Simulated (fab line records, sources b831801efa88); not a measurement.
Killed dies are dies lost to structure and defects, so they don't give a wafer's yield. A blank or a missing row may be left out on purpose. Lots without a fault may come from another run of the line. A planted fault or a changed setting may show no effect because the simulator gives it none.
Which tool did it? | flow gf180mcu | 13 lots, 39 wafers sampled, at 3 steps of a route of 602

WHAT THE GAUGES READ, wafer by wafer
GF_MIM_RS_MEAS_10: measures by four-point-probe.
lot  | measured     | on            | MIM_ALCU_RS (ohm/sq)
L127 | day 24 10:11 | film_metro-01 | 0.1615 0.1605 0.1627
L128 | day 24 13:43 | film_metro-02 | 0.1612 0.1610 0.1632
L132 | day 26 09:41 | film_metro-02 | 0.1576 0.1575 0.1583
L133 | day 26 15:59 | film_metro-04 | 0.1595 0.1610 0.1585
L134 | day 27 00:14 | film_metro-01 | 0.1598 0.1625 0.1612
L139 | day 29 00:15 | film_metro-01 | 0.1585 0.1604 0.1592
L140 | day 29 03:30 | film_metro-02 | 0.1582 0.1587 0.1581
L142 | day 29 15:04 | film_metro-04 | 0.1615 0.1604 0.1608
L144 | day 30 02:39 | film_metro-02 | 0.1586 0.1605 0.1588
L145 | day 30 07:29 | film_metro-04 | 0.1617 0.1588 0.1600
L147 | day 30 14:46 | film_metro-02 | 0.1600 0.1600 0.1586
L148 | day 30 18:44 | film_metro-02 | 0.1586 0.1602 0.1618
L150 | day 31 08:11 | film_metro-04 | 0.1613 0.1597 0.1600

GF_V5_BOW_MEAS_05.
lot  | measured     | on            | V5_BOW (um)
L127 | day 26 06:15 | film_metro-04 | 122 145 135
L128 | day 26 10:01 | film_metro-02 | 126 134 125
L132 | day 28 03:59 | film_metro-04 | 144 127 143
L133 | day 28 10:34 | film_metro-03 | 131 139 131
L134 | day 28 17:09 | film_metro-02 | 128 149 143
L139 | day 30 15:53 | film_metro-02 | 130 149 129
L140 | day 30 17:51 | film_metro-04 | 113 124 118
L142 | day 31 04:59 | film_metro-04 | 135 139 141
L144 | day 31 16:08 | film_metro-02 | 151 142 137
L145 | day 31 20:10 | film_metro-02 | 123 113 125
L147 | day 32 03:28 | film_metro-03 | 141 146 138
L148 | day 32 07:41 | film_metro-02 | 141 149 139
L150 | day 32 19:23 | film_metro-02 | 125 124 131

WHICH TOOL RAN EACH LOT (tool, then ch and the chambers of the sampled wafers, then the start)
lot  | GF_CONTACT_CMP_27
L127 | cmp-02 ch 0,2,3, day 16 03:05
L128 | cmp-02 ch 0,1, day 16 06:42
L132 | cmp-02 ch 0,2,3, day 18 04:29
L133 | cmp-01 ch 0,1,3, day 18 11:23
L134 | cmp-01 ch 0,1,2, day 18 23:18
L139 | cmp-02 ch 0,1,3, day 21 06:58
L140 | cmp-01 ch 1,3, day 21 10:38
L142 | cmp-01 ch 0,2,3, day 22 00:47
L144 | cmp-02 ch 0,2, day 22 16:35
L145 | cmp-02 ch 0,1,3, day 22 21:20
L147 | cmp-02 ch 0,2,3, day 23 07:09
L148 | cmp-02 ch 2,3, day 23 11:27
L150 | cmp-01 ch 1,2,3, day 24 03:35
- GF_CONTACT_CMP_27: polishes, stops on SiO2, t overpolish 15 s, target thk 0 nm.

WHAT THE TOOLS THEMSELVES READ (means of the sampled wafers that have a number; where no wafer has one, the mark that the record gives instead)
GF_CONTACT_CMP_27.
lot  | tool   | motor_current_A (A) | overpolish_run_s (s) | retaining_ring_pressure_frac | slurry_flow_ml_min | time_to_endpoint_s (s)
L127 | cmp-02 | 11.1                | 15.003               | 0.999                        | 149.9              | 69
L128 | cmp-02 | 12.7                | 14.990               | 1.002                        | 150.1              | 73
L132 | cmp-02 | 10.6                | 15.004               | 0.999                        | 150.3              | 73
L133 | cmp-01 | 10.8                | 15.001               | 1.001                        | 149.6              | 75
L134 | cmp-01 | 11.4                | 14.998               | 1.000                        | 149.8              | 82
L139 | cmp-02 | 10.6                | 14.998               | 0.999                        | 149.5              | 73
L140 | cmp-01 | 10.6                | 15.000               | 1.002                        | 149.9              | 75
L142 | cmp-01 | 11.3                | 15.000               | 0.997                        | 150.6              | 70
L144 | cmp-02 | 11.1                | 14.993               | 1.000                        | 150.1              | 71
L145 | cmp-02 | 10.5                | 15.001               | 1.002                        | 150.0              | 67
L147 | cmp-02 | 10.6                | 14.996               | 0.998                        | 150.2              | 69
L148 | cmp-02 | 9.5                 | 14.999               | 0.999                        | 149.6              | 72
L150 | cmp-01 | 11.6                | 15.007               | 0.999                        | 150.3              | 75

THE ANSWER, worked out from the rows above alone
Rule: what is usual is taken from the lots themselves. Put in order of their means at a reading, lots are off if they are a third of the lots or fewer, leave a main group of 4 or more, and stand apart from it by a gap of 3 or more times the standard deviation of the main group's means; of several such gaps the widest counts. A main group whose means are all the same, to the digits that the tables above print for the reading, isn't used. A lot without any number at a reading at which 4 lots or more have one is off too. The other lots that the step has rows for count as sound. The gauges are gone through in route order, then the tools' own readings, and for those a lot's mean is taken as printed above. The first step at which some lot is off is used, and at that step the reading that is off furthest; a lot without a number counts as furthest.
No lot is off at any reading shown: from this, nothing can be told.

WHAT THE SIMULATOR HAD PUT IN
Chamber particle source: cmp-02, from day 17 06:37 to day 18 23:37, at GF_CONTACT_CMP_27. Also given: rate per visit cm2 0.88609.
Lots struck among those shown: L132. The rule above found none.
